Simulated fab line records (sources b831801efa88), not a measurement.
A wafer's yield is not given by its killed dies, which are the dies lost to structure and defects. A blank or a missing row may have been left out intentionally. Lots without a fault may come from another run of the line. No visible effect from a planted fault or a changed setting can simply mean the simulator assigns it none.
fab line records ; flow sky130 ; part 1 of 2: steps 1 to 23 of 32
record: lots: 5; wafers: 15; last-day: 49
route steps=708 shown LOCAL_INTERCONNECT@395 CONTACT@406
lots that met no fault: taken from a fault-free run of the same line
start-h: hours from the record's opening day to when the first of the lot's shown wafers began ; wait-h: how many hours have passed since the lot's step before this one ; " unchanged from the row above ; L1.1+2: a single row standing in for several wafers ; - no value present, or no start provided ; * or withheld: withheld ; < > ~ a bound
route shown NAME@n: a module of which the file shows steps, and the number in the route of the first ; usual: mean/standard deviation taken from wafers without a fault ; same: alike in all rows ; chamber/n: place in a boat ; sites: per-site readings ; _std_site: standard deviation across them ; _edge_site: outer sites' mean less inner sites' ; radius-mm: for every site, how far away it sits from the centre of the wafer ; mask NAME#n: copy n ; behind: the last tool/chamber to shape the wafer ; hold: what put the lot on hold/how long, in hours/how the hold closed ; device: the n, p or np transistor that did not switch ; end of line: the tests these same wafers got at the end of their route ; a step with no rows: only its recipe ; killed: not the wafer's yield, but the dies lost to structure and defects at the first sort ; map: a wafer's dies, x killed, . not, _ none there
set.NAME: the setting that was run; set.NAME@STEP: the one run at that earlier step ; model.NAME: the simulator's own value behind a step, which no gauge read
certain route steps with their lots: each step a table, each wafer a row
services: a tool's chamber out of use, with start hour (start-h, from the record's first day; less than 0 if before it), hours out, and reason
== steps ==
step: SKY_LOCAL_INTERCONNECT_EXPOSE_08
recipe: mask-id: LI1M; na: 0.8; source-shape: annular; sigma-inner: 0.55; sigma-outer: 0.85; target-cd-nm: 170; dose-mj: 28
usual: exposure-dose-mJ-cm2: 27.933/0.023
lot.wafer;tool;chamber;start-h;wait-h;mask;exposure-dose-mJ-cm2
L088.1;krf-scanner-02;0;-;-;LI1M#0;27.895
L088.3;krf-scanner-02;0;-;-;LI1M#0;27.891
L088.6;krf-scanner-02;0;-;-;LI1M#0;27.889
L090.1;krf-scanner-02;0;-;-;LI1M#0;27.974
L090.2;krf-scanner-02;0;-;-;LI1M#0;27.925
L090.4;krf-scanner-02;0;-;-;LI1M#0;27.912
L091.1;krf-scanner-01;0;-;-;LI1M#0;27.908
L091.3;krf-scanner-01;0;-;-;LI1M#0;27.954
L091.5;krf-scanner-01;0;-;-;LI1M#0;27.959
L094.1;krf-scanner-01;0;-;-;LI1M#0;27.974
L094.2;krf-scanner-01;0;-;-;LI1M#0;27.915
L094.3;krf-scanner-01;0;-;-;LI1M#0;27.913
L095.1;krf-scanner-01;0;-;-;LI1M#0;27.938
L095.2;krf-scanner-01;0;-;-;LI1M#0;27.928
L095.4;krf-scanner-01;0;-;-;LI1M#0;27.914
step: SKY_LOCAL_INTERCONNECT_PEB_09
recipe: peb-temp-c: withheld; peb-time-s: withheld; resist: KrF-thick
usual: chill-plate-temp-C: *; exhaust-pa: 45.0/0.76
lot.wafer;tool;chamber;start-h;wait-h;chill-plate-temp-C;exhaust-pa
L088.1;litho-track-02;0;-;-;*;44.6
L088.3;litho-track-02;0;-;-;*;44.7
L088.6;litho-track-02;0;-;-;*;46.2
L090.1;litho-track-04;0;-;-;*;44.3
L090.2;litho-track-04;0;-;-;*;44.6
L090.4;litho-track-04;0;-;-;*;46.0
L091.1;litho-track-02;0;-;-;*;44.2
L091.3;litho-track-02;0;-;-;*;44.3
L091.5;litho-track-02;0;-;-;*;45.3
L094.1;litho-track-01;0;-;-;*;45.2
L094.2;litho-track-01;0;-;-;*;45.3
L094.3;litho-track-01;0;-;-;*;45.2
L095.1;litho-track-04;0;-;-;*;46.2
L095.2;litho-track-04;0;-;-;*;45.2
L095.4;litho-track-04;0;-;-;*;43.9
step: SKY_LOCAL_INTERCONNECT_DEVELOP_10
recipe: develop-time-s: 60; resist: KrF-thick; dev-temp-c: 21
usual: chill-plate-temp-C: 23.02/0.1; exhaust-pa: 44.9/0.92
lot.wafer;tool;chamber;start-h;wait-h;chill-plate-temp-C;exhaust-pa
L088.1;litho-track-02;0;-;-;22.80;44.6
L088.3;litho-track-02;0;-;-;22.85;45.5
L088.6;litho-track-02;0;-;-;23.00;45.3
L090.1;litho-track-04;0;-;-;22.94;44.0
L090.2;litho-track-04;0;-;-;23.14;44.5
L090.4;litho-track-04;0;-;-;22.94;44.4
L091.1;litho-track-02;0;-;-;23.12;44.5
L091.3;litho-track-02;0;-;-;23.00;45.7
L091.5;litho-track-02;0;-;-;23.12;44.3
L094.1;litho-track-01;0;-;-;23.10;45.3
L094.2;litho-track-01;0;-;-;23.15;45.6
L094.3;litho-track-01;0;-;-;23.18;44.6
L095.1;litho-track-04;0;-;-;23.10;44.8
L095.2;litho-track-04;0;-;-;23.18;44.6
L095.4;litho-track-04;0;-;-;22.99;43.7
step: SKY_LOCAL_INTERCONNECT_CD_MEAS_11
recipe: target-cd-nm: 170
usual: cd-nm: 169.9/1.7
lot.wafer;tool;chamber;start-h;wait-h;cd-nm
L088.1;cd-sem-02;-;817.71;-;174.1
L088.3;cd-sem-02;-;817.71;-;172.9
L088.6;cd-sem-02;-;817.71;-;173.2
L090.1;cd-sem-01;-;831.54;-;170.9
L090.2;cd-sem-01;-;831.54;-;169.2
L090.4;cd-sem-01;-;831.54;-;171.4
L091.1;cd-sem-02;-;833.66;-;170.2
L091.3;cd-sem-02;-;833.66;-;169.6
L091.5;cd-sem-02;-;833.66;-;169.7
L094.1;cd-sem-01;-;863.63;-;169.4
L094.2;cd-sem-01;-;863.63;-;169.3
L094.3;cd-sem-01;-;863.63;-;169.2
L095.1;cd-sem-01;-;864.94;-;171.7
L095.2;cd-sem-01;-;864.94;-;171.4
L095.4;cd-sem-01;-;864.94;-;171.6
step: SKY_LOCAL_INTERCONNECT_OVL_MEAS_12
usual: LOCAL_INTERCONNECT_OVL: -1/4.8
lot.wafer;tool;chamber;start-h;wait-h;LOCAL_INTERCONNECT_OVL[nm]
L088.1;overlay-02;-;817.83;0.1;4
L088.3;overlay-02;-;817.83;0.1;7
L088.6;overlay-02;-;817.83;0.1;1
L090.1;overlay-01;-;831.66;0.1;0
L090.2;overlay-01;-;831.66;0.1;-1
L090.4;overlay-01;-;831.66;0.1;4
L091.1;overlay-02;-;833.78;0.1;-1
L091.3;overlay-02;-;833.78;0.1;-3
L091.5;overlay-02;-;833.78;0.1;-3
L094.1;overlay-01;-;863.75;0.1;3
L094.2;overlay-01;-;863.75;0.1;5
L094.3;overlay-01;-;863.75;0.1;1
L095.1;overlay-01;-;865.06;0.1;8
L095.2;overlay-01;-;865.06;0.1;2
L095.4;overlay-01;-;865.06;0.1;3
step: SKY_LOCAL_INTERCONNECT_ETCH_13
recipe: chemistry: N2/H2; target: BARC; ion-energy-ev: 200; bias-w: 100; pressure-mtorr: 30; n2-flow-sccm: 100; h2-flow-sccm: 200; icp-w: 500; stop-on: SiO2; time-s: 45.9; target-depth-a: 600
usual: drypump-motor-current-A: 5.7/0.34; he-backside-leak-sccm: 3.3/0.31; oes-product-au: 0.856/0.0043; throttle-valve-pct: 13.225/0.01
lot.wafer;tool;chamber;start-h;wait-h;drypump-motor-current-A;he-backside-leak-sccm;oes-product-au;rf-hours-counter-h;throttle-valve-pct
L088.1;rie-metal-03;0;817.87;0.0;5.6;2.9;0.855;14;13.223
L088.3;rie-metal-03;0;817.87;0.0;5.6;3.1;0.856;-;13.206
L088.6;rie-metal-03;0;817.87;0.0;5.6;3.0;0.856;-;13.240
L090.1;rie-metal-02;1;831.69;0.0;5.9;3.5;0.858;6;13.218
L090.2;rie-metal-02;0;831.69;0.0;5.7;3.0;0.854;14;13.233
L090.4;rie-metal-02;0;831.69;0.0;5.7;3.1;0.856;-;13.227
L091.1;rie-metal-03;0;833.82;0.0;5.6;3.2;0.865;15;13.215
L091.3;rie-metal-03;0;833.82;0.0;5.6;3.3;0.859;-;13.240
L091.5;rie-metal-03;0;833.82;0.0;5.6;3.2;0.860;-;13.212
L094.1;rie-metal-04;0;863.78;0.0;5.7;3.3;0.858;3;13.231
L094.2;rie-metal-04;1;863.78;0.0;6.4;3.1;0.861;7;13.223
L094.3;rie-metal-04;0;863.78;0.0;5.7;3.4;0.858;-;13.233
L095.1;rie-metal-02;0;865.09;0.0;5.8;3.1;0.855;15;13.233
L095.2;rie-metal-02;1;865.09;0.0;5.9;3.3;0.856;7;13.245
L095.4;rie-metal-02;0;865.09;0.0;5.7;3.0;0.853;-;13.217
step: SKY_LOCAL_INTERCONNECT_METAL_ETCH_14
recipe: target-depth-nm: 110; stop-on: PSG; chemistry: Cl2/BCl3; target: TiN; resist-sidewall-deg: 88; pressure-mtorr: 10; icp-w: 900; bias-w: 48.5; Cl2_flow_sccm: 60; bcl3-flow-sccm: 30; time-s: 31.4
usual: bcl3-flow-sccm: 30.00/0.098; drypump-motor-current-A: 5.7/0.34; he-backside-leak-sccm: 3.26/0.29; oes-product-au: 0.941/0.007; throttle-valve-pct: 21.901/0.0095
lot.wafer;tool;chamber;start-h;wait-h;bcl3-flow-sccm;drypump-motor-current-A;he-backside-leak-sccm;oes-product-au;rf-hours-counter-h;throttle-valve-pct
L088.1;rie-metal-03;0;817.93;0.0;30.08;5.6;3.02;0.944;14;21.898
L088.3;rie-metal-03;0;817.93;0.0;30.04;5.7;3.03;0.950;-;21.901
L088.6;rie-metal-03;0;817.93;0.0;30.05;5.6;3.13;0.942;-;21.909
L090.1;rie-metal-02;1;831.76;0.0;30.12;5.9;3.42;0.946;6;21.908
L090.2;rie-metal-02;0;831.76;0.0;30.08;5.7;3.11;0.939;15;21.914
L090.4;rie-metal-02;0;831.76;0.0;30.03;5.8;3.14;0.946;-;21.913
L091.1;rie-metal-03;0;833.88;0.0;30.06;5.7;3.01;0.926;15;21.901
L091.3;rie-metal-03;0;833.88;0.0;29.97;5.7;3.13;0.941;-;21.890
L091.5;rie-metal-03;0;833.88;0.0;30.00;5.6;3.00;0.946;-;21.907
L094.1;rie-metal-04;0;863.85;0.0;30.11;5.6;3.57;0.930;3;21.907
L094.2;rie-metal-04;1;863.85;0.0;29.83;6.4;3.32;0.933;7;21.923
L094.3;rie-metal-04;0;863.85;0.0;30.01;5.7;3.48;0.931;-;21.919
L095.1;rie-metal-02;0;865.16;0.0;30.11;5.7;3.14;0.947;16;21.900
L095.2;rie-metal-02;1;865.16;0.0;29.94;5.9;3.38;0.951;7;21.907
L095.4;rie-metal-02;0;865.16;0.0;29.99;5.7;3.14;0.952;-;21.876
step: SKY_LOCAL_INTERCONNECT_STRIP_15
recipe: chemistry: O2/N2; power-w: 1400; pressure-mtorr: 1500; platen-temp-c: withheld; o2-flow-sccm: 3000; n2-flow-sccm: 300; overash-fraction: 0.5
usual: drypump-motor-current-A: 5.6/0.65; oes-product-au: 0.427/0.0048; strip-time-to-endpoint-s: 4.714/0.018
lot.wafer;tool;chamber;start-h;wait-h;drypump-motor-current-A;oes-product-au;rf-hours-counter-h;strip-time-to-endpoint-s
L088.1;plasma-asher-02;1;817.98;0.0;4.9;0.419;8;4.701
L088.3;plasma-asher-02;0;817.98;0.0;6.3;0.428;-;4.710
L088.6;plasma-asher-02;1;817.98;0.0;4.8;0.426;-;4.716
L090.1;plasma-asher-04;0;831.81;0.0;5.6;0.416;68;4.695
L090.2;plasma-asher-04;1;831.81;0.0;5.8;0.429;68;4.693
L090.4;plasma-asher-04;0;831.81;0.0;5.6;0.426;-;4.710
L091.1;plasma-asher-03;0;833.93;0.0;6.2;0.418;39;4.668
L091.3;plasma-asher-03;1;833.93;0.0;4.9;0.434;-;4.682
L091.5;plasma-asher-03;1;833.93;0.0;4.9;0.424;-;4.693
L094.1;plasma-asher-03;1;863.90;0.0;4.9;0.424;42;4.689
L094.2;plasma-asher-03;0;863.90;0.0;6.2;0.425;42;4.728
L094.3;plasma-asher-03;0;863.90;0.0;6.2;0.436;-;4.705
L095.1;plasma-asher-04;1;865.21;0.0;5.9;0.436;72;4.736
L095.2;plasma-asher-04;0;865.21;0.0;5.6;0.427;72;4.731
L095.4;plasma-asher-04;1;865.21;0.0;5.8;0.428;-;4.751
step: SKY_LOCAL_INTERCONNECT_STRIP_16
recipe: chemistry: post-etch-residue-remover; time-s: 1200; temp-c: 72.5
lot.wafer;tool;chamber;start-h;wait-h
L088.1+3+6;wet-bench-02;2;818.08;0.1
L090.1+2+4;wet-bench-04;1;831.91;0.1
L091.1+3+5;wet-bench-02;3;834.03;0.1
L094.1+2+3;wet-bench-01;1;864.00;0.1
L095.1+2+4;wet-bench-02;0;865.31;0.1
step: SKY_LOCAL_INTERCONNECT_CLEAN_17
recipe: chemistry: IPA; time-s: 180; temp-c: 25
lot.wafer;tool;chamber;start-h;wait-h
L088.1+3+6;wet-bench-01;2;818.43;0.0
L090.1+2+4;wet-bench-02;2;832.25;0.0
L091.1+3+5;wet-bench-01;0;834.38;0.0
L094.1+2+3;wet-bench-02;0;864.34;0.0
L095.1+2+4;wet-bench-01;3;865.68;0.0
step: SKY_LOCAL_INTERCONNECT_CLEAN_18
recipe: chemistry: O3/DIW; dry: n2-spin
lot.wafer;tool;chamber;start-h;wait-h
L088.1+3+6;wet-bench-04;1;818.48;0.0
L090.1+2+4;wet-bench-01;2;832.31;0.0
L091.1+3+5;wet-bench-04;1;834.43;0.0
L094.1+2+3;wet-bench-01;3;864.40;0.0
L095.1+2+4;wet-bench-02;0;865.74;0.0
step: SKY_CONTACT_CVD_00
recipe: material: Si3N4; target-thk-nm: 75; temp-c: 400; time-s: withheld; rf-w: 450
usual: heater-power-w: 676/74
lot.wafer;tool;chamber;start-h;wait-h;heater-power-w
L088.1;pecvd-02;0;818.68;0.0;695
L088.3;pecvd-02;0;818.68;0.0;703
L088.6;pecvd-02;0;818.68;0.0;718
L090.1;pecvd-03;0;832.40;0.0;689
L090.2;pecvd-03;2;832.40;0.0;731
L090.4;pecvd-03;1;832.40;0.0;688
L091.1;pecvd-03;0;834.53;0.0;755
L091.3;pecvd-03;2;834.53;0.0;748
L091.5;pecvd-03;2;834.53;0.0;611
L094.1;pecvd-02;2;864.50;0.0;704
L094.2;pecvd-02;0;864.50;0.0;653
L094.3;pecvd-02;1;864.50;0.0;744
L095.1;pecvd-03;1;865.84;0.0;712
L095.2;pecvd-03;0;865.84;0.0;637
L095.4;pecvd-03;0;865.84;0.0;640
step: SKY_CONTACT_THK_MEAS_01
recipe: reads: Si3N4_of_CONTACT_CVD_00
usual: CONTACT_CVD_00_THK: 75.3/1
lot.wafer;tool;chamber;start-h;wait-h;CONTACT_CVD_00_THK[nm]
L088.1;film-metro-02;-;818.73;-;73.4
L088.3;film-metro-02;-;818.73;-;74.5
L088.6;film-metro-02;-;818.73;-;75.0
L090.1;film-metro-02;-;832.43;-;75.6
L090.2;film-metro-02;-;832.43;-;74.6
L090.4;film-metro-02;-;832.43;-;75.4
L091.1;film-metro-03;-;834.56;-;74.9
L091.3;film-metro-03;-;834.56;-;74.2
L091.5;film-metro-03;-;834.56;-;74.6
L094.1;film-metro-04;-;864.53;-;75.8
L094.2;film-metro-04;-;864.53;-;74.6
L094.3;film-metro-04;-;864.53;-;75.5
L095.1;film-metro-04;-;865.87;-;74.6
L095.2;film-metro-04;-;865.87;-;74.2
L095.4;film-metro-04;-;865.87;-;75.1
step: SKY_CONTACT_HDPCVD_02
recipe: material: SiO2; target-thk-nm: 565; sigma-open-frac: 0.3; time-s: 94.2; temp-c: 600; sih4-flow-sccm: 60; pressure-mtorr: 6
lot.wafer;tool;chamber;start-h;wait-h
L088.1+3+6;hdpcvd-01;2,0,0;818.79;0.1
L090.1+2+4;hdpcvd-02;2,1,2;832.49;0.1
L091.1+3+5;hdpcvd-01;2,0,0;834.62;0.1
L094.1+2+3;hdpcvd-02;0,2,1;864.59;0.1
L095.1+2+4;hdpcvd-02;0,2,1;865.93;0.1
step: SKY_CONTACT_THK_MEAS_03
recipe: reads: SiO2_of_CONTACT_HDPCVD_02
usual: CONTACT_HDPCVD_THK: 564/5.2
lot.wafer;tool;chamber;start-h;wait-h;CONTACT_HDPCVD_THK[nm]
L088.1;film-metro-04;-;818.86;0.0;557
L088.3;film-metro-04;-;818.86;0.0;556
L088.6;film-metro-04;-;818.86;0.0;559
L090.1;film-metro-03;-;832.56;0.0;569
L090.2;film-metro-03;-;832.56;0.0;561
L090.4;film-metro-03;-;832.56;0.0;563
L091.1;film-metro-02;-;834.69;0.0;553
L091.3;film-metro-02;-;834.69;0.0;557
L091.5;film-metro-02;-;834.69;0.0;552
L094.1;film-metro-02;-;864.66;0.0;559
L094.2;film-metro-02;-;864.66;0.0;557
L094.3;film-metro-02;-;864.66;0.0;565
L095.1;film-metro-02;-;866.00;0.0;568
L095.2;film-metro-02;-;866.00;0.0;568
L095.4;film-metro-02;-;866.00;0.0;568
step: SKY_CONTACT_CMP_04
recipe: material: SiO2; down-force-psi: 4; platen-rpm: 60; pad-velocity-m-s: 0.94248
usual: edge-zone-pressure-frac: 1.000/0.0051; motor-current-A: 12.5/1.2; time-to-endpoint-s: 84/4.3
lot.wafer;tool;chamber;start-h;wait-h;edge-zone-pressure-frac;motor-current-A;time-to-endpoint-s
L088.3;cmp-01;0;818.92;0.0;0.998;11.3;79
L088.1;cmp-01;3;818.92;0.0;1.007;10.7;85
L088.6;cmp-01;0;818.92;0.0;1.003;11.3;77
L090.1;cmp-01;3;832.62;0.1;1.010;11.3;89
L090.4;cmp-01;1;832.62;0.1;1.003;12.5;83
L090.2;cmp-01;2;832.62;0.1;0.998;11.9;85
L091.1;cmp-01;1;834.85;0.1;0.998;12.7;78
L091.3;cmp-01;2;834.85;0.1;1.000;12.0;78
L091.5;cmp-01;3;834.85;0.1;1.007;11.1;77
L094.3;cmp-01;0;864.72;0.0;1.002;11.3;84
L094.2;cmp-01;2;864.72;0.0;0.996;11.2;84
L094.1;cmp-01;3;864.72;0.0;1.002;11.2;85
L095.4;cmp-02;0;866.06;0.0;0.999;12.8;91
L095.2;cmp-02;2;866.06;0.0;0.996;14.8;89
L095.1;cmp-02;3;866.06;0.0;0.997;12.9;95
step: SKY_CONTACT_BOW_MEAS_05
recipe: mode: bow
usual: CONTACT_BOW: 82/7.2
lot.wafer;tool;chamber;start-h;wait-h;CONTACT_BOW[um]
L088.1;film-metro-02;-;819.22;0.1;77
L088.3;film-metro-02;-;819.22;0.1;79
L088.6;film-metro-02;-;819.22;0.1;71
L090.1;film-metro-02;-;832.92;0.2;88
L090.2;film-metro-02;-;832.92;0.2;94
L090.4;film-metro-02;-;832.92;0.2;100
L091.1;film-metro-03;-;835.05;0.1;73
L091.3;film-metro-03;-;835.05;0.1;76
L091.5;film-metro-03;-;835.05;0.1;82
L094.1;film-metro-02;-;865.02;0.1;82
L094.2;film-metro-02;-;865.02;0.1;82
L094.3;film-metro-02;-;865.02;0.1;87
L095.1;film-metro-03;-;866.36;0.1;84
L095.2;film-metro-03;-;866.36;0.1;74
L095.4;film-metro-03;-;866.36;0.1;82
step: SKY_CONTACT_DEHYDRATE_06
recipe: temp-c: 200; time-s: 60
usual: chill-plate-temp-C: 22.97/0.094; exhaust-pa: 45.2/0.89
lot.wafer;tool;chamber;start-h;wait-h;chill-plate-temp-C;exhaust-pa
L088.1;litho-track-02;0;832.51;13.3;22.93;45.6
L088.3;litho-track-02;0;832.51;13.3;23.20;44.4
L088.6;litho-track-02;0;832.51;13.3;22.96;46.4
L090.1;litho-track-01;0;844.83;11.9;23.15;45.3
L090.2;litho-track-01;0;844.83;11.9;23.17;44.6
L090.4;litho-track-01;0;844.83;11.9;23.04;46.2
L091.1;litho-track-01;0;846.58;11.5;22.88;44.8
L091.3;litho-track-01;0;846.58;11.5;22.88;45.0
L091.5;litho-track-01;0;846.58;11.5;22.99;45.6
L094.1;litho-track-02;0;876.81;11.8;23.08;44.9
L094.2;litho-track-02;0;876.81;11.8;22.97;44.7
L094.3;litho-track-02;0;876.81;11.8;23.08;44.6
L095.1;litho-track-03;0;878.80;12.4;23.17;46.2
L095.2;litho-track-03;0;878.80;12.4;22.98;46.3
L095.4;litho-track-03;0;878.80;12.4;23.01;45.5
step: SKY_CONTACT_HMDS_07
recipe: prime-time-s: 60; prime-temp-c: 120
usual: chill-plate-temp-C: 23.01/0.12; exhaust-pa: 44.9/0.91
lot.wafer;tool;chamber;start-h;wait-h;chill-plate-temp-C;exhaust-pa
L088.1;litho-track-02;0;832.66;0.1;23.17;44.1
L088.3;litho-track-02;0;832.66;0.1;23.06;44.1
L088.6;litho-track-02;0;832.66;0.1;23.03;44.4
L090.1;litho-track-01;0;844.98;0.1;23.03;44.5
L090.2;litho-track-01;0;844.98;0.1;22.97;45.0
L090.4;litho-track-01;0;844.98;0.1;23.04;45.2
L091.1;litho-track-01;0;846.73;0.1;22.76;44.8
L091.3;litho-track-01;0;846.73;0.1;22.93;44.8
L091.5;litho-track-01;0;846.73;0.1;22.89;45.9
L094.1;litho-track-02;0;876.96;0.1;23.08;45.4
L094.2;litho-track-02;0;876.96;0.1;23.03;44.8
L094.3;litho-track-02;0;876.96;0.1;22.99;45.6
L095.1;litho-track-03;0;878.95;0.1;22.95;43.1
L095.2;litho-track-03;0;878.95;0.1;22.89;43.7
L095.4;litho-track-03;0;878.95;0.1;23.05;45.2
step: SKY_CONTACT_COAT_08
recipe: resist: BARC; temp-c: withheld; time-s: withheld; spin-rpm: 3000; resist-thk-nm: 60
usual: chill-plate-temp-C: *; exhaust-pa: 45.0/0.83
lot.wafer;tool;chamber;start-h;wait-h;chill-plate-temp-C;exhaust-pa
L088.1;litho-track-02;0;832.81;0.1;*;45.0
L088.3;litho-track-02;0;832.81;0.1;*;43.2
L088.6;litho-track-02;0;832.81;0.1;*;45.0
L090.1;litho-track-01;0;845.13;0.1;*;46.3
L090.2;litho-track-01;0;845.13;0.1;*;45.1
L090.4;litho-track-01;0;845.13;0.1;*;46.5
L091.1;litho-track-01;0;846.88;0.1;*;45.2
L091.3;litho-track-01;0;846.88;0.1;*;46.2
L091.5;litho-track-01;0;846.88;0.1;*;44.9
L094.1;litho-track-02;0;877.11;0.1;*;45.1
L094.2;litho-track-02;0;877.11;0.1;*;45.3
L094.3;litho-track-02;0;877.11;0.1;*;44.3
L095.1;litho-track-03;0;879.10;0.1;*;44.6
L095.2;litho-track-03;0;879.10;0.1;*;44.4
L095.4;litho-track-03;0;879.10;0.1;*;44.3
step: SKY_CONTACT_COAT_09
recipe: resist: KrF-thick; spin-rpm: 3000; resist-thk-nm: 450
usual: chill-plate-temp-C: 22.98/0.092; exhaust-pa: 44.8/0.88
lot.wafer;tool;chamber;start-h;wait-h;chill-plate-temp-C;exhaust-pa
L088.1;litho-track-02;0;-;-;23.09;46.2
L088.3;litho-track-02;0;-;-;23.06;47.8
L088.6;litho-track-02;0;-;-;23.04;45.3
L090.1;litho-track-01;0;-;-;22.88;45.6
L090.2;litho-track-01;0;-;-;22.96;44.1
L090.4;litho-track-01;0;-;-;22.92;45.4
L091.1;litho-track-01;0;-;-;23.02;43.9
L091.3;litho-track-01;0;-;-;22.97;44.7
L091.5;litho-track-01;0;-;-;23.04;44.4
L094.1;litho-track-02;0;-;-;22.84;46.4
L094.2;litho-track-02;0;-;-;22.94;46.1
L094.3;litho-track-02;0;-;-;22.93;45.6
L095.1;litho-track-03;0;-;-;22.94;44.6
L095.2;litho-track-03;0;-;-;22.99;44.7
L095.4;litho-track-03;0;-;-;22.93;43.8
step: SKY_CONTACT_SOFTBAKE_10
recipe: temp-c: 100; time-s: 90; resist: KrF-thick
usual: chill-plate-temp-C: 23.00/0.11; exhaust-pa: 44.8/0.77
lot.wafer;tool;chamber;start-h;wait-h;chill-plate-temp-C;exhaust-pa
L088.1;litho-track-02;0;-;-;23.04;44.2
L088.3;litho-track-02;0;-;-;22.91;45.8
L088.6;litho-track-02;0;-;-;22.92;46.2
L090.1;litho-track-01;0;-;-;22.89;45.2
L090.2;litho-track-01;0;-;-;22.90;43.5
L090.4;litho-track-01;0;-;-;22.85;44.8
L091.1;litho-track-01;0;-;-;22.96;45.6
L091.3;litho-track-01;0;-;-;22.97;45.6
L091.5;litho-track-01;0;-;-;23.01;44.8
L094.1;litho-track-02;0;-;-;23.02;45.3
L094.2;litho-track-02;0;-;-;23.07;44.5
L094.3;litho-track-02;0;-;-;23.02;44.9
L095.1;litho-track-03;0;-;-;23.02;46.4
L095.2;litho-track-03;0;-;-;23.07;45.2
L095.4;litho-track-03;0;-;-;22.97;45.9
step: SKY_CONTACT_EXPOSE_11
recipe: mask-id: CTM1; na: 0.8; source-shape: annular; sigma-inner: 0.55; sigma-outer: 0.85; target-cd-nm: 170; dose-mj: 38
usual: exposure-dose-mJ-cm2: 37.91/0.041
lot.wafer;tool;chamber;start-h;wait-h;mask;exposure-dose-mJ-cm2
L088.1;krf-scanner-02;0;-;-;CTM1#0;37.91
L088.3;krf-scanner-02;0;-;-;CTM1#0;37.82
L088.6;krf-scanner-02;0;-;-;CTM1#0;37.88
L090.1;krf-scanner-01;0;-;-;CTM1#0;37.89
L090.2;krf-scanner-01;0;-;-;CTM1#0;37.89
L090.4;krf-scanner-01;0;-;-;CTM1#0;37.86
L091.1;krf-scanner-02;0;-;-;CTM1#0;37.93
L091.3;krf-scanner-02;0;-;-;CTM1#0;37.98
L091.5;krf-scanner-02;0;-;-;CTM1#0;37.91
L094.1;krf-scanner-01;0;-;-;CTM1#0;37.92
L094.2;krf-scanner-01;0;-;-;CTM1#0;37.90
L094.3;krf-scanner-01;0;-;-;CTM1#0;37.87
L095.1;krf-scanner-01;0;-;-;CTM1#0;37.88
L095.2;krf-scanner-01;0;-;-;CTM1#0;37.90
L095.4;krf-scanner-01;0;-;-;CTM1#0;37.83
